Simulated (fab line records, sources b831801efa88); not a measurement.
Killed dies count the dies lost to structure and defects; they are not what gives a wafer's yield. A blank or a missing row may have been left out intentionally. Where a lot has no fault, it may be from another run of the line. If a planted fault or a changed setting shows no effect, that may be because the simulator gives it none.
Which tool was responsible? :: flow gf180mcu :: 12 lots, 36 wafers sampled, at 5 steps of a route of 602

== WHAT EACH GAUGE READ, for each wafer ==
GF_MVSD_TW_MEAS_11. Usual: MVSD_TW gives 1584 (standard deviation 9.2).
lot: L567
measured: day 4 17:01
on: film-metro-01
MVSD_TW: 1584 1582 1593
flag: 

lot: L568
measured: day 4 17:22
on: film-metro-02
MVSD_TW: 1572 1572 1575
flag: 

lot: L569
measured: day 4 23:13
on: film-metro-02
MVSD_TW: 1567 1572 1570
flag: 

lot: L570
measured: day 5 04:51
on: film-metro-02
MVSD_TW: 1575 1577 1577
flag: 

lot: L572
measured: day 5 19:27
on: film-metro-01
MVSD_TW: 1586 1590 1580
flag: 

lot: L573
measured: day 6 04:08
on: film-metro-04
MVSD_TW: 1578 1574 1579
flag: 

lot: L575
measured: day 6 07:50
on: film-metro-01
MVSD_TW: 1594 1586 1587
flag: 

lot: L579
measured: day 7 07:08
on: film-metro-04
MVSD_TW: 1513 1511 1515
flag: OFF

lot: L580
measured: day 7 14:40
on: film-metro-04
MVSD_TW: 1519 1520 1509
flag: OFF

lot: L586
measured: day 9 02:55
on: film-metro-01
MVSD_TW: 1581 1592 1583
flag: 

lot: L587
measured: day 9 11:13
on: film-metro-02
MVSD_TW: 1581 1590 1580
flag: 

lot: L590
measured: day 10 00:17
on: film-metro-01
MVSD_TW: 1594 1595 1588
flag: 

GF_VT_IMPLANT_RS_MEAS_46: the measuring method here is four-point-probe. Usual: MVSD_RS gives 455.9 ohm/sq (standard deviation 1.1).
lot: L567
measured: day 7 21:08
on: film-metro-04
MVSD_RS (ohm/sq): 454.4 456.4 455.6
flag: 

lot: L568
measured: day 7 21:24
on: film-metro-01
MVSD_RS (ohm/sq): 455.4 454.1 453.7
flag: 

lot: L569
measured: day 8 04:54
on: film-metro-01
MVSD_RS (ohm/sq): 456.7 457.8 456.9
flag: 

lot: L570
measured: day 8 10:34
on: film-metro-01
MVSD_RS (ohm/sq): 455.5 455.7 454.8
flag: 

lot: L572
measured: day 9 05:17
on: film-metro-04
MVSD_RS (ohm/sq): 456.5 455.3 456.0
flag: 

lot: L573
measured: day 9 14:04
on: film-metro-02
MVSD_RS (ohm/sq): 454.3 454.8 455.3
flag: 

lot: L575
measured: day 9 16:16
on: film-metro-02
MVSD_RS (ohm/sq): 457.8 457.2 456.4
flag: 

lot: L579
measured: day 10 21:09
on: film-metro-02
MVSD_RS (ohm/sq): 558.3 556.5 558.8
flag: OFF

lot: L580
measured: day 11 05:58
on: film-metro-02
MVSD_RS (ohm/sq): 555.9 554.3 554.9
flag: OFF

lot: L586
measured: day 13 02:28
on: film-metro-04
MVSD_RS (ohm/sq): 456.4 456.3 455.6
flag: 

lot: L587
measured: day 13 10:54
on: film-metro-01
MVSD_RS (ohm/sq): 456.5 455.3 456.2
flag: 

lot: L590
measured: day 14 03:07
on: film-metro-01
MVSD_RS (ohm/sq): 456.3 455.2 455.8
flag: 

GF_V1_THK_MEAS_03. Usual: V1_CVD_02_THK gives 846 nm (standard deviation 11).
lot: L567
measured: day 17 17:22
on: film-metro-03
V1_CVD_02_THK (nm): 831 837 838
flag: 

lot: L568
measured: day 17 18:07
on: film-metro-04
V1_CVD_02_THK (nm): 833 841 854
flag: 

lot: L569
measured: day 18 01:56
on: film-metro-01
V1_CVD_02_THK (nm): 838 835 847
flag: 

lot: L570
measured: day 18 07:52
on: film-metro-01
V1_CVD_02_THK (nm): 848 843 854
flag: 

lot: L572
measured: day 19 11:41
on: film-metro-01
V1_CVD_02_THK (nm): 824 857 841
flag: 

lot: L573
measured: day 19 22:22
on: film-metro-04
V1_CVD_02_THK (nm): 839 838 850
flag: 

lot: L575
measured: day 20 04:25
on: film-metro-03
V1_CVD_02_THK (nm): 833 851 849
flag: 

lot: L579
measured: day 21 21:32
on: film-metro-03
V1_CVD_02_THK (nm): 828 846 844
flag: 

lot: L580
measured: day 22 04:26
on: film-metro-04
V1_CVD_02_THK (nm): 841 839 855
flag: 

lot: L586
measured: day 24 06:32
on: film-metro-04
V1_CVD_02_THK (nm): 840 856 847
flag: 

lot: L587
measured: day 24 16:01
on: film-metro-03
V1_CVD_02_THK (nm): 833 844 842
flag: 

lot: L590
measured: day 25 08:47
on: film-metro-04
V1_CVD_02_THK (nm): 846 852 866
flag: 

== EACH LOT AND THE TOOL THAT RAN IT (in order: tool; ch and the chambers of the sampled wafers; start) ==
lot: L567
GF_MVSD_IMPLANT_09: implanter-04 ch 0, day 4 16:47
GF_M1_SPUTTER_00: pvd-sputter-02, day 16 16:41

lot: L568
GF_MVSD_IMPLANT_09: implanter-03 ch 0, day 4 17:07
GF_M1_SPUTTER_00: pvd-sputter-03, day 16 17:38

lot: L569
GF_MVSD_IMPLANT_09: implanter-04 ch 0, day 4 22:58
GF_M1_SPUTTER_00: pvd-sputter-02, day 17 01:32

lot: L570
GF_MVSD_IMPLANT_09: implanter-02 ch 0, day 5 04:36
GF_M1_SPUTTER_00: pvd-sputter-02, day 17 07:47

lot: L572
GF_MVSD_IMPLANT_09: implanter-02 ch 0, day 5 19:14
GF_M1_SPUTTER_00: pvd-sputter-03, day 18 10:07

lot: L573
GF_MVSD_IMPLANT_09: implanter-04 ch 0, day 6 03:54
GF_M1_SPUTTER_00: pvd-sputter-04, day 18 19:56

lot: L575
GF_MVSD_IMPLANT_09: implanter-03 ch 0, day 6 07:36
GF_M1_SPUTTER_00: pvd-sputter-02, day 19 01:53

lot: L579
GF_MVSD_IMPLANT_09: implanter-04 ch 0, day 7 06:53
GF_M1_SPUTTER_00: pvd-sputter-02, day 20 20:04

lot: L580
GF_MVSD_IMPLANT_09: implanter-04 ch 0, day 7 14:21
GF_M1_SPUTTER_00: pvd-sputter-02, day 21 03:58

lot: L586
GF_MVSD_IMPLANT_09: implanter-03 ch 0, day 9 02:41
GF_M1_SPUTTER_00: pvd-sputter-02, day 23 06:43

lot: L587
GF_MVSD_IMPLANT_09: implanter-03 ch 0, day 9 10:58
GF_M1_SPUTTER_00: pvd-sputter-02, day 23 16:01

lot: L590
GF_MVSD_IMPLANT_09: implanter-02 ch 0, day 10 00:02
GF_M1_SPUTTER_00: pvd-sputter-03, day 24 10:03
- GF_MVSD_IMPLANT_09
- GF_M1_SPUTTER_00: material Ti, target thk 37.5 nm, time 150 s.

== AS READ BY THE TOOLS THEMSELVES (means over the sampled wafers that have a number; for cases with no such wafer, the mark the record gives instead) ==
GF_MVSD_IMPLANT_09. Usual: beam-on-s 10.01 s, standard deviation 0.19; dose-ions-cm2 5e+12, standard deviation 5.5e+09; end-station-pressure-torr 4.99e-06 Torr, standard deviation 2.7e-07; faraday-current-uA 28.2, standard deviation 0.55.
lot: L567
tool: implanter-04
beam-on-s (s): 10.10
dose-ions-cm2: 5e+12
end-station-pressure-torr (Torr): 4.96e-06
faraday-current-uA: 27.9
flag: 

lot: L568
tool: implanter-03
beam-on-s (s): 10.17
dose-ions-cm2: 5e+12
end-station-pressure-torr (Torr): 5.24e-06
faraday-current-uA: 27.7
flag: 

lot: L569
tool: implanter-04
beam-on-s (s): 10.19
dose-ions-cm2: 5e+12
end-station-pressure-torr (Torr): 4.87e-06
faraday-current-uA: 27.8
flag: 

lot: L570
tool: implanter-02
beam-on-s (s): 10.11
dose-ions-cm2: 5e+12
end-station-pressure-torr (Torr): 5.14e-06
faraday-current-uA: 27.8
flag: 

lot: L572
tool: implanter-02
beam-on-s (s): 10.14
dose-ions-cm2: 5e+12
end-station-pressure-torr (Torr): 4.95e-06
faraday-current-uA: 27.8
flag: 

lot: L573
tool: implanter-04
beam-on-s (s): 9.98
dose-ions-cm2: 5e+12
end-station-pressure-torr (Torr): 5.04e-06
faraday-current-uA: 28.3
flag: 

lot: L575
tool: implanter-03
beam-on-s (s): 10.11
dose-ions-cm2: 5e+12
end-station-pressure-torr (Torr): 5.19e-06
faraday-current-uA: 27.9
flag: 

lot: L579
tool: implanter-04
beam-on-s (s): 10.14
dose-ions-cm2: 5e+11
end-station-pressure-torr (Torr): 4.84e-06
faraday-current-uA: 2.8
flag: OFF

lot: L580
tool: implanter-04
beam-on-s (s): 9.96
dose-ions-cm2: 5e+11
end-station-pressure-torr (Torr): 5.06e-06
faraday-current-uA: 2.8
flag: OFF

lot: L586
tool: implanter-03
beam-on-s (s): 10.06
dose-ions-cm2: 5e+12
end-station-pressure-torr (Torr): 4.93e-06
faraday-current-uA: 28.1
flag: 

lot: L587
tool: implanter-03
beam-on-s (s): 9.92
dose-ions-cm2: 5e+12
end-station-pressure-torr (Torr): 5.05e-06
faraday-current-uA: 28.4
flag: 

lot: L590
tool: implanter-02
beam-on-s (s): 10.02
dose-ions-cm2: 5e+12
end-station-pressure-torr (Torr): 5.05e-06
faraday-current-uA: 28.2
flag: 

GF_M1_SPUTTER_00. Usual: substrate-temp-c 200.00 C, standard deviation 0.15; throttle-valve-pct 29.9 %, standard deviation 0.79.
lot: L567
tool: pvd-sputter-02
substrate-temp-c (C): 200.00
throttle-valve-pct (%): 30.5
flag: 

lot: L568
tool: pvd-sputter-03
substrate-temp-c (C): 200.01
throttle-valve-pct (%): 29.6
flag: 

lot: L569
tool: pvd-sputter-02
substrate-temp-c (C): 199.92
throttle-valve-pct (%): 29.1
flag: 

lot: L570
tool: pvd-sputter-02
substrate-temp-c (C): 199.93
throttle-valve-pct (%): 29.4
flag: 

lot: L572
tool: pvd-sputter-03
substrate-temp-c (C): 199.97
throttle-valve-pct (%): 30.6
flag: 

lot: L573
tool: pvd-sputter-04
substrate-temp-c (C): 200.02
throttle-valve-pct (%): 30.7
flag: 

lot: L575
tool: pvd-sputter-02
substrate-temp-c (C): 200.13
throttle-valve-pct (%): 30.3
flag: 

lot: L579
tool: pvd-sputter-02
substrate-temp-c (C): 200.10
throttle-valve-pct (%): 30.1
flag: 

lot: L580
tool: pvd-sputter-02
substrate-temp-c (C): 199.85
throttle-valve-pct (%): 29.5
flag: 

lot: L586
tool: pvd-sputter-02
substrate-temp-c (C): 199.96
throttle-valve-pct (%): 29.7
flag: 

lot: L587
tool: pvd-sputter-02
substrate-temp-c (C): 200.16
throttle-valve-pct (%): 29.8
flag: 

lot: L590
tool: pvd-sputter-03
substrate-temp-c (C): 199.96
throttle-valve-pct (%): 30.3
flag: 

== THE ANSWER, worked out from the rows above alone ==
Rule: a lot counts as off when the mean over its wafers that have a number is more than 3 standard deviations away from the usual mean. A lot without any number at a reading at which 4 lots or more have one is off too. Where the step has rows for the other lots, those lots are counted as sound. After the gauges, taken in route order, come the tools' own readings; for these a lot's mean is taken, as printed above. The first step at which some lot is off is used, and at that step the reading that is off furthest; a lot without a number counts as furthest.
Off: L579, L580, at GF_MVSD_TW_MEAS_11 (MVSD_TW).
A tool fits if, at a process step before that reading, it ran every lot that is off, and no sound lot after the first of them. The gauges at GF_MVSD_TW_MEAS_11 aren't tried: what is off there is off at GF_VT_IMPLANT_RS_MEAS_46 too, on other tools, and a gauge's error can't cause that. One candidate fits, namely implanter-04 at GF_MVSD_IMPLANT_09. Its last sound lot is L573 (day 6 03:54), its first lot that is off L579 (day 7 06:53): a fault that began between those two fits.
The tool's own readings at GF_MVSD_IMPLANT_09 bear it out: on the lots that are off they differ by more than 5 times the standard deviation of the sound lots' means. dose-ions-cm2 reads 5e+11 there against 5e+12 on the sound lots; faraday-current-uA reads 2.8 there against 28.0 on the sound lots.

== WHAT THE SIMULATOR HAD PUT IN ==
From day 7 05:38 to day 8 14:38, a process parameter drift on implanter-04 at GF_MVSD_IMPLANT_09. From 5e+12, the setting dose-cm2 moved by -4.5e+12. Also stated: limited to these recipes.
Lots struck among those shown: L579, L580. The rule above found the same.
